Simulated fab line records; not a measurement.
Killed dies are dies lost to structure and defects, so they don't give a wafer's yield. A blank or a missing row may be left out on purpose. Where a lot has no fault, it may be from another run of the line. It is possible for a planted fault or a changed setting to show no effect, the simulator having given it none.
Which of the tools did it? ; flow sfq line ; 42 wafers from 14 lots sampled at 2 of the route's 325 steps

WHAT THE GAUGES SHOWED, per wafer
The record lacks any reading of a measuring or inspecting step that a usual standard deviation could be used to judge.

EACH LOT AND THE TOOL THAT RAN IT (in order: tool; ch and the chambers of the sampled wafers; start)
lot;SFQ_TRILAYER_I4_VIA_LITHO_COAT_108;SFQ_TRILAYER_I4_VIA_BARC_OPEN_VIA_ETCH_146
L176;litho track-04 ch 0, day 49 17:55;rie diel-02 ch 1,2,3, day 49 20:12
L177;litho track-03 ch 0, day 50 09:06;rie diel-03 ch 0,2,3, day 50 11:23
L178;litho track-04 ch 0, day 50 14:19;rie diel-03 ch 0,3, day 50 16:44
L180;litho track-01 ch 0, day 51 13:22;rie diel-01 ch 0,2,3, day 57 07:05
L181;litho track-04 ch 0, day 51 17:46;rie diel-02 ch 1,2,3, day 57 09:29
L182;litho track-03 ch 0, day 51 22:29;rie diel-02 ch 0,2,3, day 57 17:39
L183;litho track-04 ch 0, day 52 09:11;rie diel-03 ch 1,2,3, day 58 04:27
L184;litho track-04 ch 0, day 52 17:37;rie diel-02 ch 1,2, day 58 12:58
L185;litho track-01 ch 0, day 53 20:16;rie diel-02 ch 0,3, day 59 10:34
L186;litho track-04 ch 0, day 53 23:16;rie diel-01 ch 0,2,3, day 59 12:58
L187;litho track-04 ch 0, day 54 11:16;rie diel-03 ch 0,1,2, day 60 02:10
L190;litho track-04 ch 0, day 55 08:46;rie diel-03 ch 0,2,3, day 60 21:22
L193;litho track-04 ch 0, day 55 15:28;rie diel-03 ch 0,1,2, day 61 04:34
L198;litho track-04 ch 0, day 58 02:50;rie diel-03 ch 0,1,2, day 63 15:52
- SFQ_TRILAYER_I4_VIA_LITHO_COAT_108: resist thk 62 nm.
- SFQ_TRILAYER_I4_VIA_BARC_OPEN_VIA_ETCH_146: etches BARC in O2, target depth 125 nm, time 41.7 s.

AS READ BY THE TOOLS THEMSELVES (means over the sampled wafers that have a number; for cases with no such wafer, the mark the record gives instead)
SFQ_TRILAYER_I4_VIA_LITHO_COAT_108. Usual: 23.00 C for resist line temp C, sd 0.11.
lot;tool;resist line temp C (C);flag
L176;litho track-04;23.08;
L177;litho track-03;23.09;
L178;litho track-04;23.01;
L180;litho track-01;23.08;
L181;litho track-04;23.05;
L182;litho track-03;22.93;
L183;litho track-04;22.90;
L184;litho track-04;23.17;
L185;litho track-01;22.86;
L186;litho track-04;22.99;
L187;litho track-04;22.97;
L190;litho track-04;22.95;
L193;litho track-04;22.94;
L198;litho track-04;22.85;

SFQ_TRILAYER_I4_VIA_BARC_OPEN_VIA_ETCH_146. Usual: drypump motor current A 5.9 A, standard deviation 0.4; oes product au 0.685 a.u., standard deviation 0.0045.
lot;tool;drypump motor current A (A);oes product au (a.u.);flag
L176;rie diel-02;6.1;0.684;
L177;rie diel-03;5.9;0.687;
L178;rie diel-03;6.2;0.686;
L180;rie diel-01;6.1;0.688;
L181;rie diel-02;6.1;0.687;
L182;rie diel-02;5.8;0.687;
L183;rie diel-03;5.7;0.686;
L184;rie diel-02;6.0;0.686;
L185;rie diel-02;5.7;0.682;
L186;rie diel-01;6.1;0.685;
L187;rie diel-03;6.0;0.685;
L190;rie diel-03;5.9;0.657;OFF
L193;rie diel-03;5.9;0.654;OFF
L198;rie diel-03;5.9;0.685;

THE ANSWER, worked out from the rows above alone
Rule: a lot is off if the mean of its wafers that have a number lies more than 3 standard deviations from the usual mean. Also off: a lot with no number at a reading for which 4 or more lots have one. All remaining lots with rows at the step are treated as sound. After the gauges, taken in route order, come the tools' own readings; for these a lot's mean is taken, as printed above. The first step at which some lot is off is used, and at that step the reading that is off furthest; a lot without a number counts as furthest.
Off, at SFQ_TRILAYER_I4_VIA_BARC_OPEN_VIA_ETCH_146 on oes product au: L190, L193.
If a tool, at that step or one of the process steps before it, ran each lot that is off and ran no sound lot following the first of them, it fits. Of those tried, none fits.

WHAT THE SIMULATOR HAD INSERTED
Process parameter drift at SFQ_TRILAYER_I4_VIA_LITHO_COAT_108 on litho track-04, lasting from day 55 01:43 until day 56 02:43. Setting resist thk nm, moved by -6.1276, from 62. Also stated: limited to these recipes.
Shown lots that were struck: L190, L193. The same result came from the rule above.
